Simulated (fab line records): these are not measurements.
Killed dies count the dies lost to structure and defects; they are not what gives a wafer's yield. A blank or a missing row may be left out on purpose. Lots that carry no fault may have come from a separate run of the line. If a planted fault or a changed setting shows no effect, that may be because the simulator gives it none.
Which tool was responsible?    flow gf180mcu    45 wafers from 15 lots sampled at 4 of the route's 602 steps

## WHAT THE GAUGES SHOWED, per wafer
GF_M5_OVL_MEAS_08. Usual: M5_OVL typically reads -1 nm, with standard deviation 6.1.
lot   measured      on          M5_OVL (nm)  flag
L400  day 26 15:17  overlay-01  -8 -14 -5    
L401  day 27 01:13  overlay-01  0 -1 4       
L402  day 27 04:38  overlay-01  1 -2 -9      
L403  day 27 09:19  overlay-01  5 -4 3       
L404  day 27 18:55  overlay-01  -1 -3 -6     
L406  day 28 14:49  overlay-02  -12 1 1      
L407  day 28 23:42  overlay-02  8 10 5       
L409  day 29 10:14  overlay-01  -2 -9 3      
L410  day 29 09:53  overlay-02  -1 -11 -4    
L420  day 32 02:56  overlay-02  3 2 -2       
L421  day 32 07:55  overlay-02  2 -5 -3      
L422  day 32 12:09  overlay-01  -2 -7 1      

GF_TOP_METAL_OVL_MEAS_15. Usual: TOP_METAL_OVL typically reads -0.2 nm, with standard deviation 1.4.
lot   measured      on          TOP_METAL_OVL (nm)  flag
L400  day 28 10:11  overlay-02  -3.8 -0.1 0.8       
L401  day 28 19:46  overlay-02  -1.2 -0.1 -1.6      
L402  day 28 23:31  overlay-01  -2.8 -2.9 -2.6      
L403  day 29 02:58  overlay-01  0.8 0.3 1.6         
L404  day 29 12:00  overlay-02  0.6 -0.4 0.9        
L406  day 30 08:27  overlay-01  0.2 0.9 -2.1        
L407  day 30 16:09  overlay-02  -0.4 1.8 -1.8       
L409  day 31 03:47  overlay-02  -0.6 -2.6 -1.6      
L410  day 31 02:34  overlay-01  -0.5 0.9 -0.8       
L420  day 33 14:15  overlay-02  0.1 -1.9 0.2        
L421  day 33 18:22  overlay-02  0.2 -1.8 1.0        
L422  day 33 23:25  overlay-01  1.7 2.1 2.8         

## WHICH TOOL RAN EACH LOT (tool, then ch and the chambers of the sampled wafers, then the start)
lot   GF_SALICIDE_WET_ETCH_07          GF_MIM_SPUTTER_03
L400  wet_bench-01 ch 3, day 15 08:41  pvd_sputter-03, day 24 19:59
L401  wet_bench-01 ch 3, day 16 00:19  pvd_sputter-04, day 25 08:11
L402  wet_bench-02 ch 0, day 16 03:43  pvd_sputter-04, day 25 10:59
L403  wet_bench-01 ch 0, day 16 09:13  pvd_sputter-01, day 25 16:11
L404  wet_bench-04 ch 1, day 16 18:01  pvd_sputter-04, day 26 02:02
L406  wet_bench-02 ch 1, day 17 17:29  pvd_sputter-03, day 26 23:06
L407  wet_bench-01 ch 2, day 18 04:41  pvd_sputter-03, day 27 08:25
L409  wet_bench-02 ch 3, day 18 14:57  pvd_sputter-01, day 27 18:54
L410  wet_bench-01 ch 1, day 18 16:36  pvd_sputter-04, day 27 18:08
L411  wet_bench-04 ch 3, day 19 06:14  -
L412  wet_bench-01 ch 3, day 19 12:04  -
L413  wet_bench-02 ch 1, day 19 20:50  -
L420  wet_bench-02 ch 2, day 22 04:30  pvd_sputter-03, day 30 15:04
L421  wet_bench-04 ch 1, day 22 15:20  pvd_sputter-03, day 30 20:11
L422  wet_bench-01 ch 1, day 22 19:56  pvd_sputter-04, day 31 01:47
- GF_SALICIDE_WET_ETCH_07: etches the open film in SPM, target depth 120 nm.
- GF_MIM_SPUTTER_03: material Ti, target thk 10 nm, time 6.7 s.

## AS READ BY THE TOOLS THEMSELVES (means over the sampled wafers that have a number; for cases with no such wafer, the mark the record gives instead)
GF_MIM_SPUTTER_03. Usual: 29.9 % for throttle_valve_pct, sd 0.99.
lot   tool            throttle_valve_pct (%)  flag
L400  pvd_sputter-03  28.3                    
L401  pvd_sputter-04  30.2                    
L402  pvd_sputter-04  29.8                    
L403  pvd_sputter-01  29.8                    
L404  pvd_sputter-04  30.1                    
L406  pvd_sputter-03  29.3                    
L407  pvd_sputter-03  29.2                    
L409  pvd_sputter-01  29.3                    
L410  pvd_sputter-04  30.1                    
L420  pvd_sputter-03  30.2                    
L421  pvd_sputter-03  30.8                    
L422  pvd_sputter-04  30.1                    

## THE ANSWER, worked out from the rows above alone
Rule: take the mean of a lot's wafers that have a number; if it is more than 3 standard deviations from the usual mean, the lot is off. A lot without any number at a reading at which 4 lots or more have one is off too. The other lots that the step has rows for count as sound. Order of review: gauges by route order, followed by the tools' own readings, for which a lot's mean as printed above is used. At the first step where some lot is off, the reading lying furthest off is the one used; lots without a number count as furthest.
No lot is off on any of the readings shown, so nothing can be concluded from this.

## WHAT THE SIMULATOR HAD PUT IN
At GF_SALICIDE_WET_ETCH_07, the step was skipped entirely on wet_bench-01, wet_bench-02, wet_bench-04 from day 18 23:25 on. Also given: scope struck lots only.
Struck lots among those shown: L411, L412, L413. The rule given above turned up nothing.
